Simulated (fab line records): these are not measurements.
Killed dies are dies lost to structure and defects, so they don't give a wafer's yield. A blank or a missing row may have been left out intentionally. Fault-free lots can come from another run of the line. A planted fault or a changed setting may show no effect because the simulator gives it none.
Which of the tools did it? + flow sky130 + 10 lots, 30 wafers sampled, at 4 steps of a route of 708

== WHAT THE GAUGES SHOWED, per wafer ==
SKY_VT_ADJUST_LVTN_TW_MEAS_21.
| lot  | measured     | on           | VT_ADJUST_LVTN_2_TW |
|------|--------------|--------------|---------------------|
| L586 | day 7 18:52  | filmMetro-04 | 187.6 187.5 187.6   |
| L588 | day 8 02:09  | filmMetro-02 | 186.7 186.7 186.4   |
| L589 | day 8 10:33  | filmMetro-01 | 190.4 189.4 188.8   |
| L594 | day 10 02:14 | filmMetro-04 | 188.5 188.7 188.1   |
| L595 | day 10 06:07 | filmMetro-01 | 190.5 190.2 190.9   |
| L598 | day 11 05:20 | filmMetro-02 | 187.2 188.5 187.3   |
| L599 | day 11 11:19 | filmMetro-01 | 190.3 190.4 190.5   |
| L602 | day 12 05:50 | filmMetro-02 | 185.4 187.2 186.3   |
| L603 | day 12 13:25 | filmMetro-04 | 189.9 188.9 189.1   |
| L607 | day 13 19:49 | filmMetro-04 | 189.4 190.1 188.8   |

SKY_SONOS_ONO_THK_MEAS_01.
| lot  | measured     | on           | SONOS_ONO_OXIDATION_THK (nm) |
|------|--------------|--------------|------------------------------|
| L586 | day 11 13:34 | filmMetro-01 | 2.41 2.42 2.46               |
| L588 | day 11 20:58 | filmMetro-03 | 2.69 2.60 2.56               |
| L589 | day 12 08:09 | filmMetro-01 | 2.66 2.59 2.60               |
| L594 | day 14 06:01 | filmMetro-03 | 2.50 2.51 2.59               |
| L595 | day 14 09:19 | filmMetro-02 | 2.17 2.19 2.16               |
| L598 | day 15 13:41 | filmMetro-03 | 2.11 2.15 2.10               |
| L599 | day 15 21:17 | filmMetro-02 | 2.53 2.50 2.50               |
| L602 | day 16 18:46 | filmMetro-02 | 2.63 2.56 2.61               |
| L603 | day 17 03:59 | filmMetro-02 | 2.51 2.64 2.58               |
| L607 | day 18 14:23 | filmMetro-01 | 2.55 2.58 2.64               |

== WHICH TOOL RAN EACH LOT (tool, then ch and the chambers of the sampled wafers, then the start) ==
| lot  | SKY_VT_ADJUST_LVTN_STRIP_20         | SKY_SONOS_ONO_OXIDATION_00    |
|------|-------------------------------------|-------------------------------|
| L586 | plasmaAsher-03 ch 0,1, day 7 18:46  | furnace-02 ch 0, day 11 12:13 |
| L588 | plasmaAsher-01 ch 1, day 8 02:02    | furnace-01 ch 0, day 11 19:36 |
| L589 | plasmaAsher-02 ch 0,1, day 8 10:26  | furnace-02 ch 0, day 12 06:48 |
| L594 | plasmaAsher-02 ch 0,1, day 10 02:08 | furnace-02 ch 0, day 14 04:40 |
| L595 | plasmaAsher-01 ch 0,1, day 10 06:01 | furnace-02 ch 0, day 14 07:59 |
| L598 | plasmaAsher-03 ch 0,1, day 11 05:15 | furnace-02 ch 0, day 15 12:20 |
| L599 | plasmaAsher-01 ch 0,1, day 11 11:13 | furnace-01 ch 0, day 15 19:56 |
| L602 | plasmaAsher-02 ch 1, day 12 05:44   | furnace-01 ch 0, day 16 17:25 |
| L603 | plasmaAsher-03 ch 0,1, day 12 13:19 | furnace-01 ch 0, day 17 02:38 |
| L607 | plasmaAsher-01 ch 0,1, day 13 19:43 | furnace-01 ch 0, day 18 13:02 |
- SKY_VT_ADJUST_LVTN_STRIP_20: strips in O2/N2.
- SKY_SONOS_ONO_OXIDATION_00: stabilise 600 s, purge 300 s, target thk 2.6 nm.

== WHAT THE TOOLS THEMSELVES READ (means of the sampled wafers that have a number; where no wafer has one, the mark that the record gives instead) ==
SKY_VT_ADJUST_LVTN_STRIP_20.
| lot  | tool           | chamberPressureMTorr (mTorr) | drypumpMotorCurrentA (A) | oesProductAu (a.u.) | stripTimeToEndpointS (s) |
|------|----------------|------------------------------|--------------------------|---------------------|--------------------------|
| L586 | plasmaAsher-03 | 1499.5                       | 5.8                      | 0.717               | 14.15                    |
| L588 | plasmaAsher-01 | 1500.7                       | 6.3                      | 0.716               | 14.23                    |
| L589 | plasmaAsher-02 | 1499.2                       | 5.1                      | 0.714               | 14.20                    |
| L594 | plasmaAsher-02 | 1500.1                       | 5.2                      | 0.716               | 14.20                    |
| L595 | plasmaAsher-01 | 1500.9                       | 6.2                      | 0.716               | 14.20                    |
| L598 | plasmaAsher-03 | 1499.4                       | 5.9                      | 0.718               | 14.19                    |
| L599 | plasmaAsher-01 | 1501.1                       | 6.3                      | 0.714               | 14.20                    |
| L602 | plasmaAsher-02 | 1499.9                       | 5.7                      | 0.717               | 14.18                    |
| L603 | plasmaAsher-03 | 1499.2                       | 5.9                      | 0.714               | 14.16                    |
| L607 | plasmaAsher-01 | 1501.2                       | 6.3                      | 0.717               | 14.18                    |

SKY_SONOS_ONO_OXIDATION_00.
| lot  | tool       | rampDownCPerMin | rampUpCPerMin | spikeTcBottomC (C) | spikeTcCentreC (C) | spikeTcLowerC (C) | spikeTcUpperC (C) | tubeCenterTempC (C) | tube_center_temp_C_max | zonePowerCentrePct (%) |
|------|------------|-----------------|---------------|--------------------|--------------------|-------------------|-------------------|---------------------|------------------------|------------------------|
| L586 | furnace-02 | 3.0001          | 10.000        | 821.6              | 800.3              | 799.5             | 799.1             | 800                 | 801.9                  | 14.93                  |
| L588 | furnace-01 | 2.9997          | 9.999         | 815.7              | 800.4              | 800.9             | 799.5             | 800                 | 802.2                  | 14.79                  |
| L589 | furnace-02 | 3.0002          | 10.002        | 820.8              | 799.9              | 800.0             | 798.4             | 800                 | 801.8                  | 14.90                  |
| L594 | furnace-02 | 3.0004          | 9.999         | 820.9              | 800.7              | 799.8             | 799.2             | 800                 | 801.7                  | 14.71                  |
| L595 | furnace-02 | 3.0003          | 10.003        | 809.7              | 789.8              | 787.7             | 787.3             | 788                 | 790.3                  | 14.45                  |
| L598 | furnace-02 | 3.0002          | 10.001        | 809.8              | 788.8              | 787.2             | 786.5             | 788                 | 790.4                  | 14.38                  |
| L599 | furnace-01 | 2.9999          | 9.999         | 815.4              | 800.7              | 800.5             | 800.3             | 800                 | 801.9                  | 14.76                  |
| L602 | furnace-01 | 2.9997          | 9.999         | 815.5              | 801.6              | 801.6             | 800.4             | 800                 | 802.1                  | 14.95                  |
| L603 | furnace-01 | 2.9999          | 10.002        | 816.0              | 801.3              | 801.7             | 800.5             | 800                 | 801.8                  | 14.88                  |
| L607 | furnace-01 | 2.9996          | 10.000        | 815.8              | 800.5              | 800.9             | 800.7             | 800                 | 802.5                  | 14.80                  |

== THE ANSWER, worked out from the rows above alone ==
Rule: the usual values come from the lots themselves. Put in order of their means at a reading, lots are off if they are a third of the lots or fewer, leave a main group of 4 or more, and stand apart from it by a gap of 3 or more times the standard deviation of the main group's means; of several such gaps the widest counts. If all means in a main group match to the digits the tables above print for the reading, that group is not used. A lot without any number at a reading at which 4 lots or more have one is off too. All remaining lots with rows at the step are treated as sound. Order of review: gauges by route order, followed by the tools' own readings, for which a lot's mean as printed above is used. The first step at which some lot is off is used, and at that step the reading that is off furthest; a lot without a number counts as furthest.
Off: L595, L598, seen at SKY_SONOS_ONO_THK_MEAS_01 (SONOS_ONO_OXIDATION_THK). The main group: mean 2.56 nm, standard deviation 0.061.
If a tool, at a process step before that reading, ran all the lots that are off and no sound lot after the first of them, it fits. Not tried: the gauges at SKY_SONOS_ONO_THK_MEAS_01; whatever is off there is also off at SKY_SONOS_ONO_OXIDATION_00, on other tools, and gauge error can't account for it. One fits: furnace-02 at SKY_SONOS_ONO_OXIDATION_00. A fault onset in the window from L594 (day 14 04:40, its last sound lot) to L595 (day 14 07:59, its first lot off) fits.
The tool's own readings at SKY_SONOS_ONO_OXIDATION_00 bear it out: on the lots that are off they differ by more than 5 times the standard deviation of the sound lots' means. spikeTcCentreC reads 789.3 C there against 800.7 C on the sound lots; spikeTcLowerC reads 787.5 C there against 800.6 C on the sound lots; spikeTcUpperC reads 786.9 C there against 799.8 C on the sound lots; tubeCenterTempC reads 788 C there against 800 C on the sound lots; tube_center_temp_C_max reads 790.3 there against 802.0 on the sound lots; zonePowerCentrePct reads 14.41 % there against 14.84 % on the sound lots.

== WHAT THE SIMULATOR HAD PUT IN ==
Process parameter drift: furnace-02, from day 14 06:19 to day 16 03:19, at SKY_SONOS_ONO_OXIDATION_00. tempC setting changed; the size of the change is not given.
Struck lots among those shown: L595, L598. The rule above found the same.
